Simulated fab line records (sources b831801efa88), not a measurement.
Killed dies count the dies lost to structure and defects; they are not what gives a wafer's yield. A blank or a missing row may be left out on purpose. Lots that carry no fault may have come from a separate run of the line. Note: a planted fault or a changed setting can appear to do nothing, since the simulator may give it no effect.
Chamber matching / flow gf180mcu / cmp-02 running GF_V2_CMP_04: 4 sister chambers
The step polishes SiO2. 39 wafers are shown with their chamber, then 12 later ones without.

== WAFERS, EACH WITH ITS CHAMBER ==
wafer=L074.1; chamber=3; motor-current-A (A)=12.9; time-to-endpoint-s (s)=81
wafer=L074.3; chamber=1; motor-current-A (A)=13.4; time-to-endpoint-s (s)=83
wafer=L074.5; chamber=0; motor-current-A (A)=13.9; time-to-endpoint-s (s)=82
wafer=L076.2; chamber=1; motor-current-A (A)=13.4; time-to-endpoint-s (s)=79
wafer=L076.3; chamber=2; motor-current-A (A)=11.9; time-to-endpoint-s (s)=75
wafer=L076.6; chamber=2; motor-current-A (A)=12.2; time-to-endpoint-s (s)=82
wafer=L076.1; chamber=3; motor-current-A (A)=11.5; time-to-endpoint-s (s)=75
wafer=L076.4; chamber=0; motor-current-A (A)=13.2; time-to-endpoint-s (s)=84
wafer=L076.5; chamber=3; motor-current-A (A)=11.5; time-to-endpoint-s (s)=75
wafer=L080.3; chamber=2; motor-current-A (A)=12.0; time-to-endpoint-s (s)=80
wafer=L080.4; chamber=0; motor-current-A (A)=13.7; time-to-endpoint-s (s)=83
wafer=L080.5; chamber=0; motor-current-A (A)=13.7; time-to-endpoint-s (s)=87
wafer=L081.2; chamber=2; motor-current-A (A)=11.8; time-to-endpoint-s (s)=87
wafer=L081.5; chamber=1; motor-current-A (A)=12.8; time-to-endpoint-s (s)=88
wafer=L081.6; chamber=0; motor-current-A (A)=13.6; time-to-endpoint-s (s)=88
wafer=L087.1; chamber=3; motor-current-A (A)=12.1; time-to-endpoint-s (s)=77
wafer=L087.3; chamber=1; motor-current-A (A)=13.1; time-to-endpoint-s (s)=80
wafer=L087.4; chamber=2; motor-current-A (A)=11.9; time-to-endpoint-s (s)=81
wafer=L087.2; chamber=0; motor-current-A (A)=13.7; time-to-endpoint-s (s)=77
wafer=L087.5; chamber=2; motor-current-A (A)=12.2; time-to-endpoint-s (s)=84
wafer=L087.6; chamber=3; motor-current-A (A)=11.9; time-to-endpoint-s (s)=80
wafer=L088.1; chamber=0; motor-current-A (A)=13.6; time-to-endpoint-s (s)=78
wafer=L088.2; chamber=2; motor-current-A (A)=11.1; time-to-endpoint-s (s)=76
wafer=L088.4; chamber=1; motor-current-A (A)=12.9; time-to-endpoint-s (s)=80
wafer=L089.1; chamber=0; motor-current-A (A)=14.2; time-to-endpoint-s (s)=86
wafer=L089.3; chamber=3; motor-current-A (A)=11.7; time-to-endpoint-s (s)=80
wafer=L089.4; chamber=2; motor-current-A (A)=11.4; time-to-endpoint-s (s)=86
wafer=L089.2; chamber=1; motor-current-A (A)=13.5; time-to-endpoint-s (s)=79
wafer=L089.5; chamber=3; motor-current-A (A)=12.0; time-to-endpoint-s (s)=82
wafer=L089.6; chamber=0; motor-current-A (A)=14.3; time-to-endpoint-s (s)=88
wafer=L090.2; chamber=2; motor-current-A (A)=12.0; time-to-endpoint-s (s)=82
wafer=L090.4; chamber=3; motor-current-A (A)=11.7; time-to-endpoint-s (s)=83
wafer=L090.5; chamber=1; motor-current-A (A)=13.0; time-to-endpoint-s (s)=88
wafer=L092.2; chamber=2; motor-current-A (A)=11.8; time-to-endpoint-s (s)=86
wafer=L092.3; chamber=0; motor-current-A (A)=13.8; time-to-endpoint-s (s)=81
wafer=L092.6; chamber=1; motor-current-A (A)=13.2; time-to-endpoint-s (s)=81
wafer=L093.1; chamber=0; motor-current-A (A)=13.7; time-to-endpoint-s (s)=84
wafer=L093.2; chamber=3; motor-current-A (A)=12.1; time-to-endpoint-s (s)=77
wafer=L093.3; chamber=2; motor-current-A (A)=12.0; time-to-endpoint-s (s)=77

SIGNATURES (averages over the wafers above)
reading=motor-current-A; chamber 0=13.764; chamber 1=13.162; chamber 2=11.845; chamber 3=11.933; scatter within a chamber=0.334
reading=time-to-endpoint-s; chamber 0=83.45; chamber 1=82.25; chamber 2=81.45; chamber 3=78.89; scatter within a chamber=3.72
Rule: distance of a wafer from a chamber = root of the sum over the readings of ((wafer's reading minus chamber's mean) / reading's scatter) squared. If the next closest chamber is less than 2 further off than the closest, the wafer can't be placed; otherwise it belongs to the closest. The scatter: the root of (the sum of the squares of (reading less its chamber's mean) over the shown wafers, divided by (wafers less chambers)).

== WAFERS WITHOUT THEIR CHAMBER ==
wafer=L093.4; motor-current-A (A)=13.0; time-to-endpoint-s (s)=91
wafer=L093.5; motor-current-A (A)=13.6; time-to-endpoint-s (s)=85
wafer=L093.6; motor-current-A (A)=11.7; time-to-endpoint-s (s)=87
wafer=L095.3; motor-current-A (A)=11.4; time-to-endpoint-s (s)=84
wafer=L095.5; motor-current-A (A)=12.9; time-to-endpoint-s (s)=82
wafer=L095.6; motor-current-A (A)=12.1; time-to-endpoint-s (s)=88
wafer=L096.2; motor-current-A (A)=13.0; time-to-endpoint-s (s)=86
wafer=L096.3; motor-current-A (A)=12.2; time-to-endpoint-s (s)=82
wafer=L096.4; motor-current-A (A)=12.3; time-to-endpoint-s (s)=86
wafer=L096.1; motor-current-A (A)=14.1; time-to-endpoint-s (s)=75
wafer=L096.5; motor-current-A (A)=11.7; time-to-endpoint-s (s)=81
wafer=L096.6; motor-current-A (A)=12.1; time-to-endpoint-s (s)=80

== THE CHAMBER EACH PASSED THROUGH ==
wafer=L093.4; from the rows above=can't be placed: 1 or 0 or 2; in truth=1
wafer=L093.5; from the rows above=can't be placed: 0 or 1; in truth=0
wafer=L093.6; from the rows above=can't be placed: 2 or 3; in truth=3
wafer=L095.3; from the rows above=can't be placed: 2 or 3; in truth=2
wafer=L095.5; from the rows above=can't be placed: 1 or 0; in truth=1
wafer=L095.6; from the rows above=can't be placed: 2 or 3 or 1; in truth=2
wafer=L096.2; from the rows above=can't be placed: 1 or 0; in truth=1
wafer=L096.3; from the rows above=can't be placed: 2 or 3 or 1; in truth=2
wafer=L096.4; from the rows above=can't be placed: 2 or 3 or 1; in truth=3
wafer=L096.1; from the rows above=can't be placed: 0 or 1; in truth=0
wafer=L096.5; from the rows above=can't be placed: 2 or 3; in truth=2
wafer=L096.6; from the rows above=can't be placed: 3 or 2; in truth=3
Placed correctly: 0 of 12. Not placeable from these rows: 12 (in 12, the candidates include the true chamber). 0 placed wrongly.
